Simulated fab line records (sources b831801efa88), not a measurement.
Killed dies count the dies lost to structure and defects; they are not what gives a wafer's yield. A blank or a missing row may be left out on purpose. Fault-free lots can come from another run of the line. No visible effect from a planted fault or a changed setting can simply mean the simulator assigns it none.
Chamber matching	flow gf180mcu	4 sister chambers for GF_CONTACT_ETCH_17 on rie-diel-01
The step etches SiO2 in C4F8/O2/Ar, stops on CoSi2, target depth 860 nm. 14 wafers are shown with their chamber, then 7 later ones without.

== EACH WAFER AND ITS CHAMBER ==
wafer	chamber	rf-fwd-power-W (W)	oes-product-au (a.u.)
L650.3	2	1487	0.815
L650.4	3	1506	0.805
L650.6	3	1503	0.815
L651.1	3	1492	0.823
L651.3	0	1496	0.815
L651.4	1	1491	0.818
L653.1	2	1487	0.807
L653.2	0	1486	0.814
L653.4	2	1484	0.818
L659.2	0	1497	0.813
L659.5	1	1490	0.819
L659.6	2	1496	0.807
L666.2	1	1500	0.815
L666.3	2	1492	0.823

SIGNATURES (averages over the wafers above)
reading	chamber 0	chamber 1	chamber 2	chamber 3	scatter within a chamber
rf-fwd-power-W	1493.00	1493.67	1489.20	1500.33	5.78
oes-product-au	0.81400	0.81733	0.81400	0.81433	0.00608
Rule: for a wafer and a chamber, the distance is found by dividing, reading by reading, the gap between the wafer's reading and the chamber's mean by the reading's scatter, squaring, summing and taking the root. The wafer belongs to the nearest chamber; if the next one is less than 2 further off, it can't be placed. The scatter: the root of (the sum of the squares of (reading less its chamber's mean) over the shown wafers, divided by (wafers less chambers)).

== WAFERS WHOSE CHAMBER IS MISSING ==
wafer	rf-fwd-power-W (W)	oes-product-au (a.u.)
L666.6	1494	0.822
L667.2	1494	0.811
L667.4	1505	0.810
L667.5	1508	0.815
L668.1	1492	0.808
L668.4	1487	0.818
L668.5	1494	0.817

== WHICH CHAMBER EACH ONE RAN IN ==
wafer	from the rows above	in truth
L666.6	can't be placed: 1 or 0 or 2 or 3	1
L667.2	can't be placed: 0 or 2 or 1 or 3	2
L667.4	can't be placed: 3 or 0 or 1 or 2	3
L667.5	can't be placed: 3 or 1 or 0 or 2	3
L668.1	can't be placed: 0 or 2 or 1 or 3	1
L668.4	can't be placed: 2 or 1 or 0 or 3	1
L668.5	can't be placed: 1 or 0 or 2 or 3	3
Placed correctly: 0 of 7. Not placeable from these rows: 7 (in 7, the candidates include the true chamber). Number placed wrongly: 0.
